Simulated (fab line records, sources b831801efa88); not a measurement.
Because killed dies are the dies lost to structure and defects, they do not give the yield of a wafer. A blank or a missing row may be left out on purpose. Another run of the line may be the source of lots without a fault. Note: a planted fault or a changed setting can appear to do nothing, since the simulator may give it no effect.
Check of tool commonality | flow sky130 | Sampled: 11 lots, 41 wafers

== WHY IT WAS OPENED ==
SKY_NWELL_TW_MEAS_15, reading NWELL_TW: flagged on 3 of 11 lots. No-fault wafers: 1831, standard deviation 15.
Rule: a lot gets a flag if all its wafers with a number sit over 4 standard deviations from that mean, or if no wafer of it has a number. The other lots count as sound.

lot  | measured     | on            | NWELL_TW, wafer by wafer | flag
L682 | day 6 13:11  | film_metro-02 | 30 30 30 30 30 30        | FLAGGED
L683 | day 6 17:23  | film_metro-04 | 31 31 31 30 31 31        | FLAGGED
L684 | day 6 17:44  | film_metro-04 | 31 31 31 31 31 30        | FLAGGED
L687 | day 7 14:05  | film_metro-04 | 1845 1832 1848           |
L689 | day 8 01:59  | film_metro-03 | 1839 1835 1821           |
L691 | day 8 09:37  | film_metro-04 | 1831 1831 1826           |
L692 | day 8 16:42  | film_metro-02 | 1809 1808                |
L693 | day 9 13:48  | film_metro-02 | 1808 1809 1815           |
L694 | day 9 20:17  | film_metro-04 | 1835 1838 1833           |
L695 | day 9 21:47  | film_metro-03 | 1829 1830 1827           |
L697 | day 10 01:14 | film_metro-04 | 1841 1847 1855           |
On average the flagged lots read 31, which is -1800 against the usual, or -99 or more standard deviations.

== WHICH TOOL RAN EACH LOT ==
Before the reading, the record contains 2 process steps out of a 708-step route. In each cell: the tool, then ch and the chambers that the sampled wafers went through, then the start.
lot  | flag    | SKY_PWDE_STRIP_09                   | SKY_NWELL_STRIP_14
L682 | FLAGGED | plasma_asher-02 ch 0,1, day 5 17:40 | plasma_asher-01 ch 0, day 6 13:05
L683 | FLAGGED | plasma_asher-04 ch 0,1, day 5 22:44 | plasma_asher-04 ch 0,1, day 6 17:17
L684 | FLAGGED | plasma_asher-02 ch 0,1, day 5 22:58 | plasma_asher-01 ch 0,1, day 6 17:38
L687 |         | plasma_asher-04 ch 0,1, day 6 18:41 | plasma_asher-04 ch 0,1, day 7 13:59
L689 |         | plasma_asher-04 ch 0,1, day 7 05:50 | plasma_asher-01 ch 0,1, day 8 01:52
L691 |         | plasma_asher-03 ch 0,1, day 7 13:22 | plasma_asher-04 ch 0,1, day 8 09:31
L692 |         | plasma_asher-04 ch 0,1, day 7 19:31 | plasma_asher-02 ch 0,1, day 8 16:36
L693 |         | plasma_asher-03 ch 0,1, day 8 16:16 | plasma_asher-02 ch 0,1, day 9 13:43
L694 |         | plasma_asher-02 ch 0,1, day 8 21:53 | plasma_asher-04 ch 0,1, day 9 20:10
L695 |         | plasma_asher-02 ch 0,1, day 9 00:25 | plasma_asher-02 ch 0,1, day 9 21:41
L697 |         | plasma_asher-02 ch 0,1, day 9 03:01 | plasma_asher-02 ch 0,1, day 10 01:09
What the steps here do:
- SKY_PWDE_STRIP_09: strips in O2/N2.
- SKY_NWELL_STRIP_14: strips in O2/N2.
- SKY_NWELL_TW_MEAS_15

== FLAGGED AGAINST TOTAL, ONE TOOL AT A TIME (gauges that did the reading follow at the end) ==
step                 | tool            | lots run | flagged | share of the flagged lots | sound lots run after its first flagged lot
SKY_PWDE_STRIP_09    | plasma_asher-02 | 5        | 2       | some                      | 3 (L694,L695,L697)
SKY_PWDE_STRIP_09    | plasma_asher-03 | 2        | 0       | none                      | -
SKY_PWDE_STRIP_09    | plasma_asher-04 | 4        | 1       | some                      | 3 (L687,L689,L692)
SKY_NWELL_STRIP_14   | plasma_asher-01 | 3        | 2       | some                      | 1 (L689)
SKY_NWELL_STRIP_14   | plasma_asher-02 | 4        | 0       | none                      | -
SKY_NWELL_STRIP_14   | plasma_asher-04 | 4        | 1       | some                      | 3 (L687,L691,L694)
SKY_NWELL_TW_MEAS_15 | film_metro-02   | 3        | 1       | some                      | 2 (L692,L693)
SKY_NWELL_TW_MEAS_15 | film_metro-03   | 2        | 0       | none                      | -
SKY_NWELL_TW_MEAS_15 | film_metro-04   | 6        | 2       | some                      | 4 (L687,L691,L694,L697)

== WHAT THE TABLE PERMITS ==
No row of the table ran every flagged lot.

== WHAT WAS PUT IN BY THE SIMULATOR ==
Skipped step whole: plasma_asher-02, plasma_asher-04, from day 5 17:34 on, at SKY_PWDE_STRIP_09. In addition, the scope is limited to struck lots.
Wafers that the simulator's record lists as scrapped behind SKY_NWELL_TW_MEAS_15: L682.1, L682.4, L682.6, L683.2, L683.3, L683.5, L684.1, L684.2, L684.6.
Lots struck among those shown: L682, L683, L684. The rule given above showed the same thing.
